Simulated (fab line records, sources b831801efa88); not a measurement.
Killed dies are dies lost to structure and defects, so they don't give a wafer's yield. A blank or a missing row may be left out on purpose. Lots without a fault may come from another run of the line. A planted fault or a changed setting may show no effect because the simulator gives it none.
fab line records | flow sky130
record lots=6 wafers=18 last_day=50
route steps=708 shown VIA3@582 METAL4@598 PAD_OPEN@708
lots that met no fault: from a run of the same line without faults
start_h: hours from the record's first day to the start of the lot's first wafer shown | wait_h: hours since the lot's step before | " the same as in the row above | L1.1+2: a row that stands for several wafers | - no value, or no start given | * or withheld: withheld | < > ~ a bound
route shown NAME@n: a module of which the file shows steps, and the number in the route of the first | usual: mean/standard deviation of fault-free wafers | same: alike in all rows | chamber/n: place in a boat | sites: the reading at each site | _std_site: their standard deviation | _edge_site: outer sites' mean less inner sites' | radius_mm: how far each site lies from the wafer's centre | mask NAME#n: copy n | behind: the tool/chamber that last shaped the wafer | hold: why the lot was held/for how many hours/how that ended | device: the transistor (n, p or np) that didn't switch | end of line: the same wafers' tests at the end of the route | a step without rows: its recipe alone | killed: dies lost to structure and defects at the first sort, not the wafer's yield | map: a wafer's dies, x killed, . not, _ none there
set.NAME: the setting as run; set.NAME@STEP: as run at that earlier step | model.NAME: the simulator's own value behind a step, which no gauge read
lots at some steps of the route; a table a step, a row a wafer
services: from which hour (start_h, from the record's first day; less than 0 if before it) a tool's chamber was out of use, for how many hours, and why
## steps
# step SKY_VIA3_EXPOSE_09
# recipe mask_id=VIM3 na=0.8 source_shape=annular sigma_inner=0.55 sigma_outer=0.85 target_cd_nm=200 dose_mj=38
# step SKY_VIA3_PEB_10
# recipe peb_temp_c=withheld peb_time_s=withheld resist=KrF-thick
# step SKY_VIA3_DEVELOP_11
# recipe develop_time_s=60 resist=KrF-thick dev_temp_c=21
# step SKY_VIA3_CD_MEAS_12
# recipe target_cd_nm=200
# usual cd_nm=200.4/1.5
# columns lot.wafer tool chamber start_h wait_h cd_nm
L398.2 cd_sem-01 - 938.69 - 201.9
L398.5 " - " " 200.3
L398.6 " - " " 201.2
L400.3 cd_sem-02 - 967.60 - 199.4
L400.4 " - " " 200.4
L400.5 " - " " 199.8
L405.1 cd_sem-01 - 987.17 - 198.7
L405.4 " - " " 198.6
L405.6 " - " " 200.0
L406.2 cd_sem-01 - 994.89 - 200.2
L406.4 " - " " 201.4
L406.6 " - " " 201.1
L418.1 cd_sem-01 - 1076.42 - 203.9
L418.4 " - " " 204.0
L418.5 " - " " 201.4
L419.2 cd_sem-02 - 1080.58 - 198.7
L419.4 " - " " 199.9
L419.5 " - " " 200.2
# step SKY_VIA3_OVL_MEAS_13
# usual VIA3_OVL=0/4.4
# columns lot.wafer tool chamber start_h wait_h VIA3_OVL[nm]
L398.2 overlay-01 - 938.80 0.1 3
L398.5 " - " " 0
L398.6 " - " " 2
L400.3 overlay-02 - 967.69 0.1 5
L400.4 " - " " 4
L400.5 " - " " 11
L405.1 overlay-02 - 987.29 0.1 1
L405.4 " - " " 8
L405.6 " - " " 2
L406.2 overlay-02 - 995.00 0.1 -2
L406.4 " - " " -4
L406.6 " - " " -3
L418.1 overlay-02 - 1076.54 0.1 -1
L418.4 " - " " 6
L418.5 " - " " 5
L419.2 overlay-02 - 1080.69 0.1 -1
L419.4 " - " " 1
L419.5 " - " " -3
# step SKY_VIA3_ETCH_14
# recipe chemistry=N2/H2 target=BARC ion_energy_ev=200 source_w=500 bias_w=100 pressure_mtorr=30 n2_flow_sccm=100 h2_flow_sccm=200 stop_on=SiO2 time_s=45.9 target_depth_a=600
# usual drypump_motor_current_A=5.6/0.42 oes_product_au=0.854/0.0048 throttle_valve_pct=13.225/0.0092
# columns lot.wafer tool chamber start_h wait_h drypump_motor_current_A oes_product_au rf_hours_counter_h throttle_valve_pct
L398.2 rie_diel-04 2 938.83 0.0 5.8 0.855 19 13.217
L398.5 " 2 " " 5.8 0.854 - 13.226
L398.6 " 0 " " 5.1 0.849 - 13.210
L400.3 rie_diel-02 1 967.71 0.0 5.6 0.859 14 13.227
L400.4 " 3 " " 5.9 0.855 4 13.247
L400.5 " 1 " " 5.5 0.850 - 13.219
L405.1 rie_diel-04 0 987.33 0.0 5.1 0.853 12 13.228
L405.4 " 2 " " 5.8 0.851 21 13.223
L405.6 " 0 " " 5.1 0.856 - 13.229
L406.2 rie_diel-02 2 995.03 0.0 5.3 0.856 24 13.227
L406.4 " 0 " " 5.2 0.853 13 13.212
L406.6 " 1 " " 5.6 0.857 - 13.230
L418.1 rie_diel-03 1 1076.58 0.0 4.9 0.854 15 13.237
L418.4 " 0 " " 6.3 0.855 8 13.235
L418.5 " 3 " " 5.6 0.862 - 13.251
L419.2 rie_diel-03 3 1080.72 0.0 5.6 0.855 18 13.214
L419.4 " 1 " " 4.9 0.856 15 13.224
L419.5 " 0 " " 6.2 0.862 - 13.210
# step SKY_VIA3_ETCH_15
# recipe target=SiO2 chemistry=C4F8/O2/Ar target_depth_nm=507 stop_on=TiN mask_material=KrF-thick source_w=1500 bias_w=1200 pressure_mtorr=40 c4f8_flow_sccm=withheld O2_flow_sccm=6 Ar_flow_sccm=300 time_s=78
# usual oes_product_au=0.946/0.0049
# columns lot.wafer tool chamber start_h wait_h oes_product_au rf_hours_counter_h
L398.2 rie_diel-04 2 938.87 0.0 0.945 19
L398.5 " 2 " " 0.936 -
L398.6 " 0 " " 0.936 -
L400.3 rie_diel-02 1 967.76 0.0 0.956 14
L400.4 " 3 " " 0.945 4
L400.5 " 1 " " 0.940 -
L405.1 rie_diel-04 0 987.37 0.0 0.944 12
L405.4 " 2 " " 0.947 21
L405.6 " 0 " " 0.945 -
L406.2 rie_diel-02 2 995.07 0.0 0.947 24
L406.4 " 0 " " 0.947 13
L406.6 " 1 " " 0.942 -
L418.1 rie_diel-03 1 1076.62 0.0 0.953 15
L418.4 " 0 " " 0.937 8
L418.5 " 3 " " 0.943 -
L419.2 rie_diel-03 3 1080.76 0.0 0.950 18
L419.4 " 1 " " 0.951 15
L419.5 " 0 " " 0.941 -
# step SKY_VIA3_STRIP_16
# recipe chemistry=O2/N2 power_w=1400 pressure_mtorr=1500 platen_temp_c=withheld o2_flow_sccm=3000 n2_flow_sccm=300 overash_fraction=0.5
# usual drypump_motor_current_A=5.5/0.49 o2_flow_sccm=3001/9.3 oes_product_au=0.402/0.0044 strip_time_to_endpoint_s=4.130/0.022
# columns lot.wafer tool chamber start_h wait_h drypump_motor_current_A o2_flow_sccm oes_product_au rf_hours_counter_h strip_time_to_endpoint_s
L398.2 plasma_asher-04 0 938.93 0.0 6.0 3025 0.393 81 4.101
L398.5 " 1 " " 4.7 3004 0.401 - 4.119
L398.6 " 0 " " 5.9 3002 0.409 - 4.156
L400.3 plasma_asher-04 0 967.85 0.1 5.9 2988 0.399 - 4.179
L400.4 " 1 " " 4.7 3013 0.408 - 4.186
L400.5 " 1 " " 4.7 3006 0.400 - 4.143
L405.1 plasma_asher-04 1 987.43 0.0 4.7 3007 0.407 86 4.162
L405.4 " 0 " " 6.0 2981 0.400 - 4.117
L405.6 " 0 " " 5.9 3011 0.403 - 4.159
L406.2 plasma_asher-03 1 995.13 0.0 5.4 2998 0.397 113 4.117
L406.4 " 0 " " 5.5 2998 0.403 - 4.106
L406.6 " 0 " " 5.6 3012 0.389 - 4.138
L418.1 plasma_asher-03 1 1076.68 0.0 5.3 2999 0.409 1 4.128
L418.4 " 1 " " 5.3 3003 0.404 - 4.111
L418.5 " 0 " " 5.5 3004 0.403 - 4.109
L419.2 plasma_asher-03 0 1080.82 0.0 5.5 3001 0.397 1 4.117
L419.4 " 1 " " 5.4 2990 0.397 - 4.144
L419.5 " 1 " " 5.3 2995 0.392 - 4.102
# step SKY_VIA3_STRIP_17
# recipe chemistry=post_etch_residue_remover time_s=1200 temp_c=72.5
# step SKY_VIA3_CLEAN_18
# recipe chemistry=IPA time_s=180 temp_c=25
# step SKY_VIA3_CLEAN_19
# recipe chemistry=O3/DIW dry=n2_spin
# step SKY_VIA3_SPUTTER_20
# recipe material=TiN target_thk_nm=20 chamber_pressure_pa=5 power_w=4000 time_s=80
# usual throttle_valve_pct=30.5/0.88
# columns lot.wafer tool chamber start_h wait_h throttle_valve_pct
L398.2 pvd_sputter-01 - 939.56 0.0 29.6
L398.5 " - " " 29.7
L398.6 " - " " 31.4
L400.3 pvd_sputter-01 - 968.45 0.0 31.0
L400.4 " - " " 29.6
L400.5 " - " " 28.9
L405.1 pvd_sputter-02 - 988.02 0.0 32.0
L405.4 " - " " 31.2
L405.6 " - " " 31.9
L406.2 pvd_sputter-02 - 995.73 0.0 30.1
L406.4 " - " " 32.1
L406.6 " - " " 31.1
L418.1 pvd_sputter-03 - 1077.30 0.0 30.2
L418.4 " - " " 30.4
L418.5 " - " " 30.4
L419.2 pvd_sputter-02 - 1081.42 0.0 31.8
L419.4 " - " " 31.7
L419.5 " - " " 31.4
# step SKY_VIA3_CVD_21
# recipe material=W target_thk_nm=390 time_s=117.31 temp_c=400 pressure_torr=40
# usual chamber_pressure_Torr=40.02/0.078 heater_power_w=819/49
# columns lot.wafer tool chamber start_h wait_h chamber_pressure_Torr heater_power_w model.W_of_VIA3_CVD_21.thk_nm
L398.2 cvd_w-02 0 939.63 0.0 40.12 842 380.5
L398.5 " 1 " " 40.02 858 388.8
L398.6 " 0 " " 40.02 845 385.4
L400.3 cvd_w-01 1 968.55 0.1 40.07 798 382.3
L400.4 " 0 " " 39.92 753 384.2
L400.5 " 0 " " 39.98 754 380.3
L405.1 cvd_w-02 1 988.08 0.0 23.60 890 304.7
L405.4 " 0 " " 40.00 822 390.3
L405.6 " 0 " " 40.01 851 382.6
L406.2 cvd_w-02 1 995.79 0.0 23.54 871 303.4
L406.4 " 0 " " 40.08 828 390.8
L406.6 " 0 " " 40.10 843 390.3
L418.1 cvd_w-01 0 1077.37 0.0 40.11 780 392.8
L418.4 " 0 " " 40.02 760 385.8
L418.5 " 1 " " 40.05 784 389.7
L419.2 cvd_w-02 0 1081.48 0.0 40.05 865 385.5
L419.4 " 0 " " 40.08 843 381.6
L419.5 " 0 " " 40.08 854 382.3
# step SKY_VIA3_RS_MEAS_22
# recipe thk_meas_gauge=four-point-probe reads=W_of_VIA3_CVD_21+TiN_of_VIA3_SPUTTER_20
# usual VIA3_W_RS=0.296/0.0033
# columns lot.wafer tool chamber start_h wait_h VIA3_W_RS[ohm/sq]
L398.2 film_metro-04 - 939.77 0.1 0.302
L398.5 " - " " 0.296
L398.6 " - " " 0.298
L400.3 film_metro-04 - 968.67 0.1 0.300
L400.4 " - " " 0.298
L400.5 " - " " 0.301
L405.1 film_metro-03 - 988.21 0.1 0.378
L405.4 " - " " 0.294
L405.6 " - " " 0.300
L406.2 film_metro-01 - 995.93 0.1 0.379
L406.4 " - " " 0.293
L406.6 " - " " 0.293
L418.1 film_metro-01 - 1077.49 0.1 0.293
L418.4 " - " " 0.298
L418.5 " - " " 0.295
L419.2 film_metro-04 - 1081.62 0.1 0.297
L419.4 " - " " 0.301
L419.5 " - " " 0.300
# step SKY_VIA3_THK_MEAS_23
# recipe thk_meas_gauge=xrf reads=W_of_VIA3_CVD_21
# usual VIA3_W_THK=387/4.8
# columns lot.wafer tool chamber start_h wait_h VIA3_W_THK[nm]
L398.2 film_metro-04 - 939.88 0.1 387
L398.5 " - " " 393
L398.6 " - " " 390
L400.3 film_metro-04 - 968.77 0.1 385
L400.4 " - " " 386
L400.5 " - " " 382
L405.1 film_metro-03 - 988.33 0.1 302
L405.4 " - " " 386
L405.6 " - " " 381
L406.2 film_metro-01 - 996.04 0.1 300
L406.4 " - " " 386
L406.6 " - " " 385
L418.1 film_metro-01 - 1077.61 0.1 395
L418.4 " - " " 386
L418.5 " - " " 393
L419.2 film_metro-04 - 1081.73 0.1 383
L419.4 " - " " 380
L419.5 " - " " 383
# step SKY_VIA3_CMP_24
# recipe stop_on=SiO2 t_overpolish_s=20 down_force_psi=3.5 platen_rpm=60 target_thk_nm=0 pad_velocity_m_s=0.94248
# usual motor_current_A=11.2/0.92 time_to_endpoint_s=96/3.6
# columns lot.wafer tool chamber start_h wait_h motor_current_A time_to_endpoint_s
L398.2 cmp-02 2 939.93 0.0 10.7 93
L398.5 " 2 " " 10.9 96
L398.6 " 3 " " 9.9 95
L400.3 cmp-01 3 968.86 0.1 9.9 89
L400.4 " 0 " " 11.0 92
L400.5 " 2 " " 12.2 91
L405.1 cmp-01 3 988.39 0.1 10.8 72
L405.4 " 1 " " 10.9 101
L405.6 " 0 " " 11.3 93
L406.4 cmp-01 3 996.14 0.1 11.2 91
L406.2 " 1 " " 10.2 77
L406.6 " 2 " " 12.2 95
L418.1 cmp-01 0 1077.67 0.1 10.0 92
L418.4 " 1 " " 10.6 95
L418.5 " 0 " " 11.4 94
L419.2 cmp-01 0 1081.78 0.0 11.6 92
L419.4 " 2 " " 12.6 95
L419.5 " 1 " " 10.5 98
# step SKY_METAL4_SPUTTER_00
# recipe material=Ti target_thk_nm=15 power_w=3000 time_s=10 chamber_pressure_pa=0.4
# usual throttle_valve_pct=29.8/1
# columns lot.wafer tool chamber start_h wait_h throttle_valve_pct
L398.2 pvd_sputter-03 - 940.23 0.2 30.3
L398.5 " - " " 30.3
L398.6 " - " " 30.0
L400.3 pvd_sputter-04 - 969.11 0.2 27.9
L400.4 " - " " 29.9
L400.5 " - " " 30.0
L405.1 pvd_sputter-01 - 988.69 0.2 29.5
L405.4 " - " " 31.5
L405.6 " - " " 29.0
L406.2 pvd_sputter-04 - 996.39 0.1 29.6
L406.4 " - " " 29.6
L406.6 " - " " 30.1
L418.1 pvd_sputter-04 - 1077.97 0.2 27.6
L418.4 " - " " 29.7
L418.5 " - " " 29.7
L419.2 pvd_sputter-04 - 1082.08 0.2 29.8
L419.4 " - " " 29.7
L419.5 " - " " 27.6
# step SKY_PAD_OPEN_PROBE_99
# usual defect_limited_yield=83.0/2 killed_at_M0_to_M3=43/7.1 killed_at_M4_up=3.1/1.7 killed_at_contacts=23/5.1 killed_at_front_end=14/4.4 killed_at_other=0.3/0.47 killed_dies=84/9.9 killed_open=45/6.6 killed_short=38/6.8 sort_bin_3_pad_short=0.8/0.4 sort_bin_5_function=10.1/1.4 sort_bin_6_memory=6.1/1.2 sort_n_pass=408/9.9 sort_yield_pct=83.0/2
# same gross_dies=492 killed_at_back_side=0 sort_bin_4_leakage[%]=0 sort_bin_8_speed[%]=0
# columns lot.wafer tool chamber start_h wait_h defect_limited_yield[%] killed_at_M0_to_M3 killed_at_M4_up killed_at_contacts killed_at_front_end killed_at_other killed_dies killed_open killed_short sort_bin_3_pad_short[%] sort_bin_5_function[%] sort_bin_6_memory[%] sort_n_pass sort_yield_pct[%]
L398.2 prober-01 - 1085.39 0.1 82.9 39 5 26 14 0 84 45 39 0.6 10.4 6.1 408 82.9
L398.5 prober-01 - 1085.54 0.2 81.3 45 2 28 16 1 92 58 34 0.2 13.2 5.3 400 81.3
L398.6 prober-01 - 1085.59 0.2 80.7 44 7 26 18 0 95 44 51 1.2 11.4 6.7 397 80.7
L400.3 prober-02 - 1109.87 0.2 81.5 39 6 26 20 0 91 44 47 0.8 12.4 5.3 401 81.5
L400.4 prober-02 - 1109.92 0.2 83.9 37 3 23 16 0 79 47 32 0.8 8.7 6.5 413 83.9
L400.5 prober-02 - 1109.97 0.2 80.7 57 3 27 8 0 95 57 38 0.4 12.4 6.5 397 80.7
L405.1 prober-01 - 1126.54 0.1 83.9 45 1 16 17 0 79 41 38 0.8 8.7 6.5 413 83.9
L405.4 prober-01 - 1126.69 0.2 81.5 44 4 23 19 1 91 51 40 1.0 11.0 6.5 401 81.5
L405.6 prober-01 - 1126.79 0.2 83.5 39 2 27 13 0 81 37 44 1.0 10.0 5.5 411 83.5
L406.2 prober-02 - 1131.57 0.1 83.1 53 1 21 8 0 83 42 41 0.2 11.8 4.9 409 83.1
L406.4 prober-02 - 1131.67 0.2 83.7 39 2 28 11 0 80 46 34 0.8 8.7 6.7 412 83.7
L406.6 prober-02 - 1131.77 0.2 85.2 40 2 22 9 0 73 39 34 0.6 8.5 5.7 419 85.2
L418.1 prober-02 - 1197.27 0.1 83.9 44 6 19 9 1 79 42 37 1.0 10.0 5.1 413 83.9
L418.4 prober-02 - 1197.42 0.2 85.6 36 1 14 20 0 71 35 36 0.6 8.5 5.3 421 85.6
L418.5 prober-02 - 1197.47 0.2 82.3 44 3 22 18 0 87 59 28 0.6 9.6 7.5 405 82.3
L419.2 prober-01 - 1198.25 0.1 84.6 40 4 18 14 0 76 36 40 0.8 9.3 5.3 416 84.6
L419.4 prober-01 - 1198.35 0.2 77.2 48 5 43 16 0 112 60 52 0.6 12.4 9.8 380 77.2
L419.5 prober-01 - 1198.40 0.2 84.8 47 4 16 8 0 75 41 34 0.6 7.5 7.1 417 84.8
# killed by level:class
L398.2 VIA2:geometric_particle:open=8 LI_CONTACT:geometric_particle:open=7 CONTACT:geometric_particle:open=7 VIA1:geometric_particle:open=7 CONTACT:geometric_particle:short=6 METAL1:geometric_particle:short=5 METAL2:geometric_particle:short=5 POLY_GATE:geometric_particle:open=4
L398.5 VIA1:geometric_particle:open=13 CONTACT:geometric_particle:open=13 LI_CONTACT:geometric_particle:open=6 METAL2:geometric_particle:short=6 VIA2:geometric_particle:open=6 METAL1:geometric_particle:short=5 VIA3:geometric_particle:open=5 FIELD_ISO:geometric_particle:short=4
L398.6 CONTACT:geometric_particle:open=10 POLY_GATE:geometric_particle:short=9 VIA2:geometric_particle:open=7 VIA3:geometric_particle:open=7 VIA1:geometric_particle:short=7 VIA1:geometric_particle:open=7 LI_CONTACT:geometric_particle:open=6 METAL1:geometric_particle:short=5
L400.3 CONTACT:geometric_particle:open=11 VIA1:geometric_particle:open=8 METAL2:geometric_particle:short=7 VIA1:geometric_particle:short=6 POLY_GATE:geometric_particle:open=6 LOCAL_INTERCONNECT:geometric_particle:short=5 VIA2:geometric_particle:open=5 METAL4:geometric_particle:short=5
L400.4 VIA1:geometric_particle:open=10 CONTACT:geometric_particle:open=8 LI_CONTACT:geometric_particle:open=7 LI_CONTACT:geometric_particle:short=6 VIA2:geometric_particle:open=6 VIA3:geometric_particle:open=5 METAL1:geometric_particle:short=4 FIELD_ISO:geometric_particle:short=3
L400.5 LI_CONTACT:geometric_particle:open=12 VIA1:geometric_particle:open=12 CONTACT:geometric_particle:open=10 VIA2:geometric_particle:open=10 METAL1:geometric_particle:short=9 METAL2:geometric_particle:short=8 VIA3:geometric_particle:open=8 VIA1:geometric_particle:short=4
L405.1 VIA1:geometric_particle:open=15 METAL2:geometric_particle:short=8 FIELD_ISO:geometric_particle:short=7 FIELD_ISO:geometric_particle:open=6 CONTACT:geometric_particle:open=6 METAL1:geometric_particle:short=5 VIA1:geometric_particle:short=5 LI_CONTACT:geometric_particle:open=4
L405.4 VIA2:geometric_particle:open=10 CONTACT:geometric_particle:open=9 VIA1:geometric_particle:open=8 VIA1:geometric_particle:short=6 POLY_GATE:geometric_particle:open=5 LI_CONTACT:geometric_particle:open=5 VIA3:geometric_particle:open=5 FIELD_ISO:geometric_particle:short=4
L405.6 VIA1:geometric_particle:open=11 CONTACT:geometric_particle:short=10 CONTACT:geometric_particle:open=9 METAL2:geometric_particle:short=7 FIELD_ISO:geometric_particle:short=4 METAL1:geometric_particle:short=4 VIA2:geometric_particle:open=4 POLY_GATE:geometric_particle:open=3
L406.2 VIA1:geometric_particle:open=15 VIA1:geometric_particle:short=9 CONTACT:geometric_particle:open=8 CONTACT:geometric_particle:short=7 VIA2:geometric_particle:open=7 METAL2:geometric_particle:short=6 VIA3:geometric_particle:open=4 FIELD_ISO:geometric_particle:short=3
L406.4 CONTACT:geometric_particle:open=10 VIA1:geometric_particle:open=9 VIA2:geometric_particle:open=7 LI_CONTACT:geometric_particle:open=6 LOCAL_INTERCONNECT:geometric_particle:short=5 CONTACT:geometric_particle:short=5 FIELD_ISO:geometric_particle:open=4 POLY_GATE:geometric_particle:short=3
L406.6 VIA3:geometric_particle:open=9 CONTACT:geometric_particle:open=8 VIA1:geometric_particle:open=6 METAL1:geometric_particle:short=6 VIA2:geometric_particle:open=6 LOCAL_INTERCONNECT:geometric_particle:short=5 VIA1:geometric_particle:short=5 LI_CONTACT:geometric_particle:open=4
L418.1 VIA1:geometric_particle:open=14 VIA2:geometric_particle:open=8 CONTACT:geometric_particle:open=6 VIA1:geometric_particle:short=6 CONTACT:geometric_particle:short=5 FIELD_ISO:geometric_particle:open=4 METAL4:geometric_particle:short=4 METAL1:geometric_particle:short=4
L418.4 VIA1:geometric_particle:short=7 VIA1:geometric_particle:open=7 FIELD_ISO:geometric_particle:short=5 FIELD_ISO:geometric_particle:open=5 CONTACT:geometric_particle:open=5 VIA3:geometric_particle:open=4 POLY_GATE:geometric_particle:open=4 LI_CONTACT:geometric_particle:open=4
L418.5 VIA1:geometric_particle:open=14 VIA3:geometric_particle:open=7 CONTACT:geometric_particle:open=7 VIA2:geometric_particle:open=7 FIELD_ISO:geometric_particle:open=6 LI_CONTACT:geometric_particle:open=6 POLY_GATE:geometric_particle:short=5 LOCAL_INTERCONNECT:geometric_particle:short=5
L419.2 METAL1:geometric_particle:short=11 VIA1:geometric_particle:open=8 METAL2:geometric_particle:short=7 VIA2:geometric_particle:open=6 FIELD_ISO:geometric_particle:short=4 LI_CONTACT:geometric_particle:open=4 CONTACT:geometric_particle:open=4 METAL4:geometric_particle:short=4
L419.4 CONTACT:geometric_particle:open=17 VIA1:geometric_particle:open=13 LI_CONTACT:geometric_particle:open=10 CONTACT:geometric_particle:short=10 METAL1:geometric_particle:short=8 VIA3:geometric_particle:open=7 FIELD_ISO:geometric_particle:short=5 POLY_GATE:geometric_particle:short=5
L419.5 VIA1:geometric_particle:open=10 VIA3:geometric_particle:open=8 METAL1:geometric_particle:short=6 LI_CONTACT:geometric_particle:open=5 VIA3:geometric_particle:short=5 METAL2:geometric_particle:short=5 CONTACT:geometric_particle:open=4 CONTACT:geometric_particle:short=4
## services
# columns tool chamber start_h hours kind
pvd_sputter-01 - 917.96 1.3 repair
cvd_w-02 - 918.00 14.6 pm
rie_diel-02 - 926.08 1.0 repair
rie_diel-03 0 934.01 10.5 repair
rie_diel-04 1 934.40 10.5 repair
rie_diel-02 - 943.86 4.4 repair
cvd_w-01 1 950.40 5.5 repair
rie_diel-04 3 955.07 1.9 repair
rie_diel-02 1 955.46 9.7 repair
pvd_sputter-04 - 955.68 3.5 repair
pvd_sputter-02 - 959.63 1.3 repair
plasma_asher-04 - 960.08 4.3 repair
rie_diel-03 - 963.53 10.0 pm
cvd_w-02 - 975.06 0.7 repair
cvd_w-02 - 977.69 1.2 repair
rie_diel-02 0 985.41 3.5 repair
rie_diel-02 - 990.60 1.5 repair
rie_diel-02 - 1003.04 15.6 pm
rie_diel-03 3 1003.83 4.1 repair
rie_diel-02 0 1052.24 3.3 repair
pvd_sputter-01 - 1053.21 12.4 repair
plasma_asher-03 - 1055.25 9.0 pm
plasma_asher-03 - 1079.78 0.3 repair
rie_diel-02 3 1080.82 4.8 repair
## key
first_sign step=SKY_VIA3_CVD_21 reading=chamber_pressure_Torr direction=down sigmas=99+ usual=40.02 struck=23.57
effect step=SKY_VIA3_RS_MEAS_22 reading=VIA3_W_RS direction=up sigmas=25 usual=0.296 struck=0.379
effect step=SKY_VIA3_THK_MEAS_23 reading=VIA3_W_THK direction=down sigmas=18 usual=387 struck=301
effect step=SKY_VIA3_CMP_24 reading=time_to_endpoint_s direction=down sigmas=5.8 usual=* struck=*
model_effect step=SKY_VIA3_CVD_21 value=W_of_VIA3_CVD_21.thk_nm without=394.6 struck=304
met_at SKY_VIA3_CVD_21
struck_wafers L405.1,L406.2
onset_between 939.63 988.08
fault kind=process_parameter_drift tool=cvd_w-02 chamber=1 onset_h=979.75 steps=SKY_VIA3_CVD_21 channel=pressure_torr offset=-16.417 shape=step end_h=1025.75 acts_in=these_recipes_only stated=40
